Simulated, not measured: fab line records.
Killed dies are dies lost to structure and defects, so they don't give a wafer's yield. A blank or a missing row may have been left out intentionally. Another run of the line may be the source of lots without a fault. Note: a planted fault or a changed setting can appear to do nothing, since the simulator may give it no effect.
Which tool is to blame? + flow sky130 + 12 lots with 36 wafers sampled at 4 steps, on a route of 708 steps

## WHAT THE GAUGES READ, wafer by wafer
SKY_FIELD_ISO_THK_MEAS_23. Usual: for FIELD_ISO_OXIDATION_01_THK the level is 10.21 nm and the standard deviation is 0.19.
| lot  | measured    | on           | FIELD_ISO_OXIDATION_01_THK (nm) | flag |
|------|-------------|--------------|---------------------------------|------|
| L385 | day 2 07:07 | filmMetro-03 | 9.94 10.06 10.11                |      |
| L386 | day 2 12:40 | filmMetro-02 | 9.87 9.95 9.89                  |      |
| L387 | day 2 19:28 | filmMetro-01 | 10.45 10.69 10.71               |      |
| L388 | day 2 22:38 | filmMetro-03 | 10.52 10.49 10.52               |      |
| L389 | day 3 08:41 | filmMetro-03 | 10.10 10.32 10.22               |      |
| L395 | day 4 14:34 | filmMetro-01 | 10.13 10.23 10.14               |      |
| L396 | day 4 17:10 | filmMetro-01 | 10.29 10.17 10.33               |      |
| L397 | day 4 23:04 | filmMetro-01 | 9.95 10.07 9.84                 |      |
| L399 | day 5 13:56 | filmMetro-02 | 10.23 10.18 10.30               |      |
| L400 | day 5 21:01 | filmMetro-01 | 10.16 10.20 10.12               |      |
| L403 | day 6 09:22 | filmMetro-01 | 10.26 10.23 10.20               |      |
| L406 | day 7 05:53 | filmMetro-03 | 10.03 10.26 10.12               |      |

SKY_NWELL_OVL_MEAS_10. Usual: for NWELL_00_OVL the level is 0.4 nm and the standard deviation is 1.1.
| lot  | measured     | on         | NWELL_00_OVL (nm) | flag |
|------|--------------|------------|-------------------|------|
| L385 | day 4 14:38  | overlay-01 | -1.3 1.3 -1.0     |      |
| L386 | day 4 19:14  | overlay-02 | 3.6 3.4 2.8       |      |
| L387 | day 5 02:02  | overlay-01 | 0.4 1.3 -0.7      |      |
| L388 | day 5 04:20  | overlay-02 | -0.6 1.7 0.8      |      |
| L389 | day 5 19:18  | overlay-02 | 1.4 0.0 0.1       |      |
| L395 | day 7 07:38  | overlay-01 | -0.5 1.0 0.8      |      |
| L396 | day 7 06:29  | overlay-01 | 0.4 1.3 2.1       |      |
| L397 | day 7 19:18  | overlay-02 | 1.5 1.2 1.2       |      |
| L399 | day 8 19:00  | overlay-02 | 0.7 -0.3 1.4      |      |
| L400 | day 8 22:33  | overlay-02 | -1.0 -0.6 -0.1    |      |
| L403 | day 9 03:44  | overlay-01 | 0.4 -0.3 0.2      |      |
| L406 | day 10 04:06 | overlay-01 | 1.5 -0.3 0.2      |      |

SKY_NWELL_TW_MEAS_26. Usual: for NWELL_2_TW the level is 496 and the standard deviation is 7.
| lot  | measured     | on           | NWELL_2_TW              | flag |
|------|--------------|--------------|-------------------------|------|
| L385 | day 5 07:58  | filmMetro-03 | 500 501 497             |      |
| L386 | day 5 13:20  | filmMetro-03 | 503 503 501             |      |
| L387 | day 5 19:31  | filmMetro-03 | 502 503 501             |      |
| L388 | day 5 23:07  | filmMetro-04 | 607 609 607 609 606 609 | OFF  |
| L389 | day 6 13:40  | filmMetro-04 | 606 604 607 602 602 606 | OFF  |
| L395 | day 8 03:34  | filmMetro-02 | 502 501 502             |      |
| L396 | day 8 02:58  | filmMetro-04 | 603 604 605 605 605 600 | OFF  |
| L397 | day 8 16:22  | filmMetro-04 | 491 486 486             |      |
| L399 | day 9 16:41  | filmMetro-04 | 490 493 490             |      |
| L400 | day 9 19:57  | filmMetro-02 | 502 504 504             |      |
| L403 | day 10 01:44 | filmMetro-02 | 499 499 502             |      |
| L406 | day 11 02:58 | filmMetro-02 | 502 500 503             |      |

## EACH LOT AND THE TOOL THAT RAN IT (in order: tool; ch and the chambers of the sampled wafers; start)
| lot  | SKY_NWELL_IMPLANT_24            |
|------|---------------------------------|
| L385 | implanter-01 ch 0, day 5 07:43  |
| L386 | implanter-03 ch 0, day 5 13:07  |
| L387 | implanter-01 ch 0, day 5 19:16  |
| L388 | implanter-03 ch 0, day 5 22:24  |
| L389 | implanter-03 ch 0, day 6 13:04  |
| L395 | implanter-01 ch 0, day 8 03:20  |
| L396 | implanter-04 ch 0, day 8 02:25  |
| L397 | implanter-01 ch 0, day 8 16:08  |
| L399 | implanter-03 ch 0, day 9 16:28  |
| L400 | implanter-03 ch 0, day 9 19:44  |
| L403 | implanter-03 ch 0, day 10 01:29 |
| L406 | implanter-01 ch 0, day 11 02:44 |
- SKY_NWELL_IMPLANT_24

## AS READ BY THE TOOLS THEMSELVES (means over the sampled wafers that have a number; for cases with no such wafer, the mark the record gives instead)
SKY_NWELL_IMPLANT_24. Usual: doseIonsCm2 9.198e+12, standard deviation 1.1e+10; faradayCurrentUA 51.8, standard deviation 1.1.
| lot  | tool         | doseIonsCm2 | faradayCurrentUA | flag |
|------|--------------|-------------|------------------|------|
| L385 | implanter-01 | 9.209e+12   | 51.7             |      |
| L386 | implanter-03 | 9.196e+12   | 51.5             |      |
| L387 | implanter-01 | 9.194e+12   | 52.1             |      |
| L388 | implanter-03 | 9.193e+12   | 52.1             |      |
| L389 | implanter-03 | 9.202e+12   | 51.7             |      |
| L395 | implanter-01 | 9.197e+12   | 51.7             |      |
| L396 | implanter-04 | 9.202e+12   | 52.1             |      |
| L397 | implanter-01 | 9.208e+12   | 51.4             |      |
| L399 | implanter-03 | 9.210e+12   | 52.9             |      |
| L400 | implanter-03 | 9.185e+12   | 51.7             |      |
| L403 | implanter-03 | 9.191e+12   | 52.6             |      |
| L406 | implanter-01 | 9.190e+12   | 51.7             |      |

## THE ANSWER, worked out from the rows above alone
Rule: a lot is off if the mean of its wafers that have a number lies more than 3 standard deviations from the usual mean. Also off: a lot with no number at a reading for which 4 or more lots have one. All remaining lots with rows at the step are treated as sound. Order of review: gauges by route order, followed by the tools' own readings, for which a lot's mean as printed above is used. The first step at which some lot is off is used, and at that step the reading that is off furthest; a lot without a number counts as furthest.
Off: L388, L389, L396, at SKY_NWELL_TW_MEAS_26 (NWELL_2_TW).
If a tool, at a process step before that reading, ran all the lots that are off and no sound lot after the first of them, it fits. Gauges at SKY_NWELL_TW_MEAS_26: tried the same way as those tools. None of those tried fits.

## WHAT THE SIMULATOR PUT IN
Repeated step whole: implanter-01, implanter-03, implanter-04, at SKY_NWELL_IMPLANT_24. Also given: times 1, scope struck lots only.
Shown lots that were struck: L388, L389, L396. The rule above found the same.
